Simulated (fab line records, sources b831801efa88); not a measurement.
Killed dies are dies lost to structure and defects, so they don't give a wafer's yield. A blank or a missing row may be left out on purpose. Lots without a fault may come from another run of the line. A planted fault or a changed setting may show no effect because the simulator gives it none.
Split-lot experiment | flow gf180mcu | 5 lots, 23 wafers read, on a route of 602 steps

THE SPLIT
At GF_V2_CVD_00 (deposits SiO2, target thk 600 nm, time 100 s), the setting sih4_flow_sccm was moved away from the recipe's 60 sccm on 6 of the 23 wafers read, by -4.5% to +7.4%. The other wafers ran this setting at the recipe's value.

The file shows no step between the split and the reading.

THE READING
V2_CVD_00_THK, in nm, at GF_V2_THK_MEAS_01. Fault-free wafers of this fab line usually give 599 nm, standard deviation 4.8 nm.

wafer  | tool, chamber at the split | sih4_flow_sccm as run, sccm | against the recipe | V2_CVD_00_THK, nm | against lot-mates on the recipe
L077.1 | hdpcvd-01, 1               | 57.47                       | -4.2%              | 575               | -24
L077.2 | hdpcvd-01, 0               | 57.47                       | -4.2%              | 581               | -18
L077.3 | hdpcvd-01, 2               | 60                          | recipe             | 595               | -
L077.5 | hdpcvd-01, 2               | 60                          | recipe             | 604               | -
L077.6 | hdpcvd-01, 1               | 60                          | recipe             | 599               | -
L078.1 | hdpcvd-01, 0               | 57.3                        | -4.5%              | 570               | -29
L078.2 | hdpcvd-01, 2               | 60                          | recipe             | 603               | -
L078.3 | hdpcvd-01, 1               | 57.3                        | -4.5%              | 573               | -26
L078.5 | hdpcvd-01, 1               | 60                          | recipe             | 603               | -
L078.6 | hdpcvd-01, 2               | 60                          | recipe             | 591               | -
L079.1 | hdpcvd-02, 1               | 60                          | recipe             | 597               | -
L079.4 | hdpcvd-02, 2               | 60                          | recipe             | 600               | -
L079.6 | hdpcvd-02, 0               | 60                          | recipe             | 597               | -
L082.1 | hdpcvd-01, 2               | 64.44                       | +7.4%              | 649               | +47
L082.2 | hdpcvd-01, 0               | 60                          | recipe             | 601               | -
L082.3 | hdpcvd-01, 1               | 60                          | recipe             | 602               | -
L082.5 | hdpcvd-01, 1               | 60                          | recipe             | 604               | -
L082.6 | hdpcvd-01, 2               | 64.44                       | +7.4%              | 652               | +50
L084.1 | hdpcvd-01, 2               | 60                          | recipe             | 594               | -
L084.2 | hdpcvd-01, 0               | 60                          | recipe             | 602               | -
L084.4 | hdpcvd-01, 2               | 60                          | recipe             | 600               | -
L084.5 | hdpcvd-01, 1               | 60                          | recipe             | 595               | -
L084.6 | hdpcvd-01, 0               | 60                          | recipe             | 594               | -

THE FIT
A straight line over all 23 wafers: V2_CVD_00_THK changes by +6.41 nm for each +1% of sih4_flow_sccm; r = +0.98; the points scatter about the line by 4.2 nm.
The same after taking each lot's own level away (the mean of its wafers on the recipe; 23 wafers): +6.15 nm for each +1%; r = +0.98; scatter 3.6 nm.
On that fit, the largest move of sih4_flow_sccm shifts the reading by 46 nm.
The lots' own levels span 597.0 to 602.3 nm, that is 1.1 times the standard deviation above.
So the lot-to-lot level changes the slope little: the two slopes agree.
Check: with one of the wafers moved furthest among these (+7.4%) left out of the fit, the line predicts +45.9 nm for it against its lot-mates. It came out at +46.7 nm against them.

OTHER SPLITS ON THESE WAFERS
These wafers also went through other splits before the reading. Each is held against what the fit with the lots' levels taken away leaves over:
other split on the same wafers | wafers away from the commonest value | r with V2_CVD_00_THK (lot level and that fit taken away)
GF_SALICIDE_SPUTTER_03 power_w | 5                                    | -0.13
GF_V1_CVD_00 sih4_flow_sccm    | 4                                    | +0.21
GF_V1_CVD_02 time_s            | 11                                   | +0.10

THE WHOLE CHAIN: every reading that the file lists as answering this split, in the file's order
step              | what it does                                 | reading                                                                   | change (the file's fit)              | r (the file's)
GF_V2_CVD_00      | deposits SiO2, target thk 600 nm, time 100 s | SiO2_of_V2_CVD_00.thk_nm (the simulator's own value, which no gauge read) | +6.13 nm for each +1% of the setting | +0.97
GF_V2_THK_MEAS_01 |                                              | V2_CVD_00_THK                                                             | +6.14 for each +1% of the setting    | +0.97

THE FILE'S OWN FIT
V2_CVD_00_THK changes by +6.14 nm for each +1% of sih4_flow_sccm, r = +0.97.
